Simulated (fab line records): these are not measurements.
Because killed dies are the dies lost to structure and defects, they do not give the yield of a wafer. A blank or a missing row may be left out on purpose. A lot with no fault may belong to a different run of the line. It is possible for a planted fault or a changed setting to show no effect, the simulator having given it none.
A lot that was struck, set against a sound lot + flow sky130 + 44 out of 708 route steps
Sound: wafers L823.3, L823.5, L823.6. Struck: wafer L839.3 (left out: L839.1, L839.4 of the same lot, which were not struck); the cause appears at the end.
Order at every step that has rows: each side's tool, ch and its chambers, its first start. Under that, the readings that differ: sound wafers + struck wafers + difference of the means + sigmas: that difference in standard deviations of wafers without a fault.
alike: same words and numbers on both sides, and readings whose means sit less than 2 such deviations apart. not compared: any withheld reading, any reading some wafer has no value for, any bound like >300 that may hide the same value, and any number with overlapping values for which the record gives no deviation.
Wherever a step has rows on one side only, a row that says differs or no value, or a row with sigmas, the two part there. Numbers that don't overlap but have no deviation are shown without sigmas and don't part them. Lack of a reading on every wafer of one side parts them only where that side has two or more wafers.

first, 4 steps without rows for these wafers: SKY_VIA2_CLEAN_18 (cleans in IPA, time 180 s); SKY_VIA2_CLEAN_19 (cleans in O3/DIW); SKY_VIA2_SPUTTER_20 (material TiN, target thk 20 nm, time 80 s); SKY_VIA2_CVD_21 (deposits W, target thk 420 nm, time 126.4 s).
SKY_VIA2_RS_MEAS_22: uses a four-point probe to measure.
  struck on film-metro-02, day 41 22:04; sound on film-metro-02, day 36 23:08
  alike: VIA2_W_RS
SKY_VIA2_THK_MEAS_23: measures by xrf.
  struck on film-metro-02, day 41 22:11; sound on film-metro-02, day 36 23:14
  alike: VIA2_W_THK
SKY_VIA2_CMP_24: polishes, stops on SiO2, t overpolish 20 s, target thk 0 nm.
  sound on cmp-02 ch 0,1,2, day 36 23:26; struck on cmp-01 ch 1, day 41 22:14
  alike: motor-current-A, overpolish-run-s, slurry-flow-ml-min, time-to-endpoint-s
then, 2 steps without rows for these wafers: SKY_METAL3_SPUTTER_00 (material Ti, target thk 15 nm, time 10 s); SKY_METAL3_SPUTTER_01 (material TiN, target thk 20 nm, time 16.7 s).
SKY_METAL3_SPUTTER_02: material AlCu, target thk 735 nm, time 39.1 s.
  struck on pvd-sputter-03, day 41 22:35; sound on pvd-sputter-01, day 36 23:38
  alike: throttle-valve-pct
then, 1 step without rows for these wafers: SKY_METAL3_SPUTTER_03 (material Ti, target thk 5 nm, time 3.3 s).
SKY_METAL3_SPUTTER_04: material TiN, target thk 70 nm, time 58.3 s.
  struck on pvd-sputter-03, day 41 22:38; sound on pvd-sputter-01, day 36 23:41
  alike: throttle-valve-pct
SKY_CAPM_CVD_00: deposits SiO2, target thk 15.5 nm.
  sound on pecvd-02 ch 1,2, day 36 23:44; struck on pecvd-02 ch 0, day 41 22:41
| reading                               | sound             | struck | difference | sigmas |
|---------------------------------------|-------------------|--------|------------|--------|
| model.SiO2_of_CAPM_CVD_00.thk-nm (nm) | 15.18 15.36 15.56 | 11.58  | -3.79      |        |
  alike: heater-power-w
SKY_CAPM_THK_MEAS_01:
  struck on film-metro-03, day 41 22:56; sound on film-metro-03, day 36 23:47
| reading              | sound             | struck | difference | sigmas |
|----------------------|-------------------|--------|------------|--------|
| CAPM_CVD_00_THK (nm) | 15.14 15.40 15.58 | 11.56  | -3.81      | -17    |
  not compared: hold
SKY_CAPM_SPUTTER_02: material TiN, target thk 200 nm, time 166.7 s.
  struck on pvd-sputter-01, day 42 01:55; sound on pvd-sputter-02, day 36 23:49
| reading                | sound          | struck                   | difference                   | sigmas |
|------------------------|----------------|--------------------------|------------------------------|--------|
| hold                   | - - -          | await-dispo/2.9h/release | no value on the sound wafers |        |
| throttle-valve-pct (%) | 29.6 29.6 31.3 | 28.4                     | -1.8                         | -2     |
SKY_CAPM_RS_MEAS_03: uses a four-point probe to measure.
  struck on film-metro-01, day 42 02:01; sound on film-metro-03, day 36 23:58
  alike: CAPM_TIN_RS
SKY_CAPM_THK_MEAS_04: measures by xrf.
  struck on film-metro-01, day 42 02:08; sound on film-metro-03, day 37 00:04
  alike: CAPM_TIN_THK
then, 7 steps without rows for these wafers: SKY_CAPM_DEHYDRATE_05 (time 60 s); SKY_CAPM_HMDS_06 (prime time 60 s); SKY_CAPM_COAT_07 (resist thk 1140 nm); SKY_CAPM_SOFTBAKE_08 (time 60 s); SKY_CAPM_EXPOSE_09 (exposes mask CAPM, target cd 1000 nm); SKY_CAPM_PEB_10; SKY_CAPM_DEVELOP_11 (develop time 60 s).
SKY_CAPM_OVL_MEAS_12:
  struck on overlay-02, day 42 22:14; sound on overlay-02, day 38 02:57
  alike: CAPM_OVL
then, 1 step without rows for these wafers: SKY_CAPM_METAL_ETCH_13 (etches TiN in Cl2/BCl3, stops on SiO2, target depth 220 nm, time 62.9 s).
SKY_CAPM_STRIP_14: strips in O2/N2.
  sound on plasma-asher-02 ch 0,1, day 38 03:05; struck on plasma-asher-04 ch 1, day 42 22:21
  alike: drypump-motor-current-A, n2-flow-sccm, oes-product-au, strip-time-to-endpoint-s
  not compared: rf-hours-counter-h
then, 11 steps without rows for these wafers: SKY_CAPM_STRIP_15 (strips in post etch residue remover, time 1200 s); SKY_CAPM_CLEAN_16 (cleans in IPA, time 180 s); SKY_CAPM_CLEAN_17 (cleans in O3/DIW); SKY_METAL3_DEHYDRATE_05 (time 60 s); SKY_METAL3_HMDS_06 (prime time 60 s); SKY_METAL3_COAT_07 (resist thk 60 nm); SKY_METAL3_COAT_08 (resist thk 1140 nm); SKY_METAL3_SOFTBAKE_09 (time 92.54 s); SKY_METAL3_EXPOSE_10 (exposes mask MM3, target cd 300 nm); SKY_METAL3_PEB_11; SKY_METAL3_DEVELOP_12 (develop time 60 s).
SKY_METAL3_CD_MEAS_13: target cd 300 nm.
  struck on cd-sem-01, day 43 21:46; sound on cd-sem-01, day 39 04:52
  alike: cd-nm
SKY_METAL3_OVL_MEAS_14:
  struck on overlay-02, day 43 21:53; sound on overlay-02, day 39 04:57
  alike: METAL3_OVL
then, 2 steps without rows for these wafers: SKY_METAL3_DESCUM_15 (chemistry O2, time 8 s); SKY_METAL3_ETCH_16 (etches BARC in N2/H2, stops on SiO2, time 88.2 s, target depth 60 nm).
SKY_METAL3_ETCH_17: etches SiO2 in C4F8/O2/Ar, stops on TiN, time 3.9 s, target depth 15 nm.
  sound on rie-diel-01 ch 0,1, day 39 05:06; struck on rie-diel-04 ch 1, day 43 22:04
| reading                  | sound             | struck | difference | sigmas |
|--------------------------|-------------------|--------|------------|--------|
| oes-product-au (a.u.)    | 0.746 0.753 0.766 | 0.662  | -0.093     | -13    |
| model.etch.depth-nm (nm) | 15.18 15.36 15.56 | 11.58  | -3.79      |        |
  not compared: rf-hours-counter-h
-- the record jumps here: 6 days lie between the struck wafers' starts before and after (it left off in module METAL3 and takes up again in module PAD_OPEN, whose first step shown is number 708 of the route) --
SKY_PAD_OPEN_PROBE_99:
  struck on prober-02, day 50 02:58; sound on prober-01, day 46 04:07
| reading                               | sound                | struck    | difference | sigmas |
|---------------------------------------|----------------------|-----------|------------|--------|
| killed-at-contacts                    | 33 25 33             | 19        | -11        | -2     |
| model.etest.tester.sort-n-pass        | 390 411 403          | 129       | -272       |        |
| model.etest.tester.sort-yield-pct (%) | 79.27 83.54 81.91    | 26.22     | -55.35     |        |
| model.etest.tester.sort_bin_5_pct (%) | 12.4 9.756 10.16     | 67.68     | +56.91     |        |
| model.etest.cap-mim.bv-v (V)          | 13.39 13.57 13.5     | 10.24     | -3.25      |        |
| model.etest.cap-mim.leak-log10-a-cm2  | -8.934 -8.952 -8.921 | -7.537    | +1.399     |        |
| model.etest.cap-mim.c-ff-um2          | 2.384 2.377 2.34     | 3.154     | +0.787     |        |
| model.etest.tester.sort_bin_4_pct (%) | 0 0 0                | 2.551e-13 | +2.551e-13 |        |
  alike: defect-limited-yield, killed_at_M0_to_M3, killed_at_M4_up, killed-at-front-end, killed-at-other, killed-dies, killed-open, killed-short

## WHERE THEY PART
Last at SKY_PAD_OPEN_PROBE_99 as far as this record goes, first at SKY_CAPM_THK_MEAS_01.

WHY: what the simulator had put in
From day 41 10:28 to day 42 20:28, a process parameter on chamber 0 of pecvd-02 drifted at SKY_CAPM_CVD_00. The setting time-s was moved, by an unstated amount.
